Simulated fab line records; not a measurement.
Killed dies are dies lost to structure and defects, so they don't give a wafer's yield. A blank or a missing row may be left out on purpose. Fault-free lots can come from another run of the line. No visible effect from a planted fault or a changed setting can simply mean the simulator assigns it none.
Which tool was responsible? + flow sfqLine + 12 lots, 36 wafers sampled, at 2 steps of a route of 325

== WHAT THE GAUGES SHOWED, per wafer ==
The record lacks any reading of a measuring or inspecting step that a usual standard deviation could be used to judge.

== WHICH TOOL RAN EACH LOT (tool, then ch and the chambers of the sampled wafers, then the start) ==
| lot  | SFQ_TRILAYER_L0_LITHO_COAT_010  | SFQ_TRILAYER_L0_BARC_OPEN_METAL_ETCH_010 |
|------|---------------------------------|------------------------------------------|
| L581 | lithoTrack-04 ch 0, day 1 12:53 | rieMetal-02 ch 0,1, day 4 05:34          |
| L582 | lithoTrack-01 ch 0, day 1 17:44 | rieMetal-01 ch 1, day 4 13:57            |
| L583 | lithoTrack-01 ch 0, day 1 22:53 | rieMetal-02 ch 0,1, day 4 17:34          |
| L593 | lithoTrack-01 ch 0, day 4 00:50 | rieMetal-04 ch 0,1, day 6 07:58          |
| L595 | lithoTrack-02 ch 0, day 4 10:44 | rieMetal-04 ch 0,1, day 6 10:21          |
| L597 | lithoTrack-04 ch 0, day 4 20:52 | rieMetal-01 ch 0,1, day 7 11:08          |
| L598 | lithoTrack-04 ch 0, day 5 02:00 | rieMetal-04 ch 0,1, day 7 18:19          |
| L599 | lithoTrack-04 ch 0, day 5 06:53 | rieMetal-04 ch 0,1, day 8 02:13          |
| L600 | lithoTrack-02 ch 0, day 5 11:44 | rieMetal-04 ch 0,1, day 8 06:59          |
| L601 | lithoTrack-04 ch 0, day 5 16:44 | rieMetal-04 ch 0, day 8 11:47            |
| L602 | lithoTrack-02 ch 0, day 5 21:44 | rieMetal-04 ch 0, day 8 20:11            |
| L604 | lithoTrack-02 ch 0, day 6 07:47 | rieMetal-04 ch 0,1, day 9 16:47          |
- SFQ_TRILAYER_L0_LITHO_COAT_010: resist thk 62 nm.
- SFQ_TRILAYER_L0_BARC_OPEN_METAL_ETCH_010: etches BARC in O2, target depth 125 nm, time 41.7 s.

== WHAT THE TOOLS THEMSELVES READ (means of the sampled wafers that have a number; where no wafer has one, the mark that the record gives instead) ==
SFQ_TRILAYER_L0_LITHO_COAT_010. Usual: chillPlateTempC 22.99 C, standard deviation 0.11.
| lot  | tool          | chillPlateTempC (C) | flag |
|------|---------------|---------------------|------|
| L581 | lithoTrack-04 | 23.08               |      |
| L582 | lithoTrack-01 | 22.99               |      |
| L583 | lithoTrack-01 | 23.03               |      |
| L593 | lithoTrack-01 | 22.86               |      |
| L595 | lithoTrack-02 | 23.06               |      |
| L597 | lithoTrack-04 | 22.95               |      |
| L598 | lithoTrack-04 | 22.93               |      |
| L599 | lithoTrack-04 | 22.94               |      |
| L600 | lithoTrack-02 | 23.09               |      |
| L601 | lithoTrack-04 | 23.09               |      |
| L602 | lithoTrack-02 | 23.06               |      |
| L604 | lithoTrack-02 | 22.87               |      |

SFQ_TRILAYER_L0_BARC_OPEN_METAL_ETCH_010. Usual: drypumpMotorCurrentA 6.1 A, standard deviation 0.45; oesProductAu 0.684 a.u., standard deviation 0.0044.
| lot  | tool        | drypumpMotorCurrentA (A) | oesProductAu (a.u.) | flag |
|------|-------------|--------------------------|---------------------|------|
| L581 | rieMetal-02 | 5.7                      | 0.684               |      |
| L582 | rieMetal-01 | 5.6                      | 0.686               |      |
| L583 | rieMetal-02 | 5.8                      | 0.684               |      |
| L593 | rieMetal-04 | 6.5                      | 0.699               | OFF  |
| L595 | rieMetal-04 | 6.6                      | 0.686               |      |
| L597 | rieMetal-01 | 5.5                      | 0.687               |      |
| L598 | rieMetal-04 | 6.5                      | 0.684               |      |
| L599 | rieMetal-04 | 6.5                      | 0.688               |      |
| L600 | rieMetal-04 | 6.6                      | 0.685               |      |
| L601 | rieMetal-04 | 6.4                      | 0.686               |      |
| L602 | rieMetal-04 | 6.5                      | 0.684               |      |
| L604 | rieMetal-04 | 6.5                      | 0.686               |      |

== THE ANSWER, worked out from the rows above alone ==
Rule: a lot counts as off when the mean over its wafers that have a number is more than 3 standard deviations away from the usual mean. Also off: a lot with no number at a reading for which 4 or more lots have one. The other lots that the step has rows for count as sound. After the gauges, taken in route order, come the tools' own readings; for these a lot's mean is taken, as printed above. The first step at which some lot is off is used, and at that step the reading that is off furthest; a lot without a number counts as furthest.
Off: L593 (SFQ_TRILAYER_L0_BARC_OPEN_METAL_ETCH_010, oesProductAu).
If a tool, at that step or one of the process steps before it, ran each lot that is off and ran no sound lot following the first of them, it fits. One fits: lithoTrack-01 at SFQ_TRILAYER_L0_LITHO_COAT_010. Its last sound lot is L583 (day 1 22:53), its first lot that is off L593 (day 4 00:50): a fault that began between those two fits.

== WHAT THE SIMULATOR HAD PUT IN ==
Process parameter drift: lithoTrack-01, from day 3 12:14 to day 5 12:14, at SFQ_TRILAYER_L0_LITHO_COAT_010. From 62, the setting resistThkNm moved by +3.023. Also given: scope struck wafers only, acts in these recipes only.
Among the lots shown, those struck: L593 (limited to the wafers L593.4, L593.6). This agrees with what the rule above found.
